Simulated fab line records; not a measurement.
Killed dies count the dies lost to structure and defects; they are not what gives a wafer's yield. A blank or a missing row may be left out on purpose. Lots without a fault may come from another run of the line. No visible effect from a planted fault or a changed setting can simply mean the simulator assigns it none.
Problem report in the 8D (eight disciplines) form, filled by code | flow gf180mcu | the parts of the form that need people (team, actions taken, sign-off) are left out

## 1. PROBLEM STATEMENT
Wafers without a fault read 22.97 C, standard deviation 0.11; developer temp C at GF_PASSIVATION_DEVELOP_10 reads a mean of 20.72 C on 6 wafers belonging to 2 lots. That is -20 standard deviations from the usual mean.
The step: develop time 60 s.
Seen first at day 33 14:00 on litho track-01, wafer L508.2. At this step, 36 wafers from 12 lots have a number in the record. Rule for "out", or "out of limits": more than 4 standard deviations from the usual mean. The rest of the wafers with a number are treated as sound.

## 2. WHAT THIS IS AND IS NOT
question                    | is                     | is not
which readings at this step | developer temp C       | resist line temp C
which lots                  | L508, L513             | L494, L495, L496, L499, L502, L503, L504, L506, L507, L509
which wafers of those lots  | all that have a number | -
read on which tools         | litho track-01         | litho track-02, litho track-04
when                        | from day 33 14:00      | up to then (27 sound wafers); but 3 sound wafers of L509 came after

## 3. SUSPECTS, AND WHAT RULES EACH OUT
Counting: a tool at a process step up to the reading stays a suspect if it ran every lot that is out and no sound lot after the first of them.
- litho track-01 at GF_PASSIVATION_DEVELOP_10 (develop time 60 s): kept. It ran every lot that is out, first L508 (day 33 14:00), and no sound lot after that; its last sound lot up to then is L507 (day 33 09:00). Its own developer temp C readings are out on those wafers.
Left after counting: litho track-01 at GF_PASSIVATION_DEVELOP_10.

## 4. THE CAUSE (what the simulator had put in)
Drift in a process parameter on litho track-01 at GF_PASSIVATION_DEVELOP_10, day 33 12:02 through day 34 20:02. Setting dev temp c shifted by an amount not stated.
Counting left only this tool.

## 5. THE EFFECT CHAIN, in route order
One row per reading whose mean, taken over the struck wafers that have a number, lies over 3 standard deviations from the usual. Scope: only readings with a usual standard deviation given in the record; hours: median across lots of the time from each lot's start at the first step in this table that gives one to its start at this step; sigmas: change in usual standard deviations.
hours | step                      | reading          | usual   | on struck wafers | change | sigmas
0     | GF_PASSIVATION_DEVELOP_10 | developer temp C | 22.97 C | 20.72            | -2.25  | -20
Process steps it contains:
- GF_PASSIVATION_DEVELOP_10: develop time 60 s.

## 6. WHAT WOULD HAVE CAUGHT IT SOONER
The fault began at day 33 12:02; the first out-of-limits reading in this record came at day 33 14:00, 2 hours later.
